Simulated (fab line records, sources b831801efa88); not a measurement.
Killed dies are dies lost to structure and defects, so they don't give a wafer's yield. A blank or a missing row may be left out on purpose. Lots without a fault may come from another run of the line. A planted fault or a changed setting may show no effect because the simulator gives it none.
Chamber matching | flow gf180mcu | GF_CONTACT_CMP_04 on cmp-01: 4 sister chambers
The step polishes SiO2. 8 wafers are shown with their chamber, then 12 later ones without.

WAFERS WITH THEIR CHAMBER
wafer  | chamber | motor_current_A (A) | time_to_endpoint_s (s)
L085.1 | 3       | 14.1                | 106
L085.3 | 2       | 13.3                | 108
L089.4 | 2       | 13.5                | 97
L089.5 | 0       | 11.6                | 104
L089.6 | 1       | 11.1                | 107
L092.2 | 0       | 11.5                | 109
L092.4 | 3       | 13.8                | 108
L092.5 | 1       | 11.2                | 108

WAFERS WITHOUT THEIR CHAMBER
wafer  | motor_current_A (A) | time_to_endpoint_s (s)
L094.2 | 11.8                | 109
L094.3 | 11.4                | 103
L094.4 | 12.8                | 110
L096.3 | 13.6                | 103
L096.4 | 13.3                | 106
L096.6 | 11.5                | 108
L097.1 | 11.9                | 102
L097.4 | 13.8                | 108
L097.5 | 11.2                | 115
L097.2 | 11.3                | 109
L097.3 | 14.1                | 102
L097.6 | 13.5                | 114

WHICH CHAMBER EACH WENT THROUGH
wafer  | from the rows above     | in truth
L094.2 | 0                       | 0
L094.3 | can't be placed: 0 or 1 | 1
L094.4 | 2                       | 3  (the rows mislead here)
L096.3 | can't be placed: 2 or 3 | 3
L096.4 | 2                       | 2
L096.6 | 0                       | 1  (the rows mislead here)
L097.1 | 0                       | 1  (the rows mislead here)
L097.4 | 3                       | 3
L097.5 | can't be placed: 1 or 0 | 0
L097.2 | can't be placed: 1 or 0 | 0
L097.3 | 3                       | 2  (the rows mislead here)
L097.6 | can't be placed: 2 or 3 | 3
Placed correctly: 3 of 12. Can't be placed from these rows: 5 (the true chamber is among the candidates in 5). Placed wrongly: 4.
How it was worked out, from the rows above alone: a wafer's distance from a chamber is the root of the sum, over the readings, of the square of ((its reading less the chamber's mean) divided by the reading's scatter). The wafer belongs to the nearest chamber; if the next one is less than 2 further off, it can't be placed. A chamber's mean is the mean of its shown wafers. The scatter: the root of (the sum of the squares of (reading less its chamber's mean) over the shown wafers, divided by (wafers less chambers)).
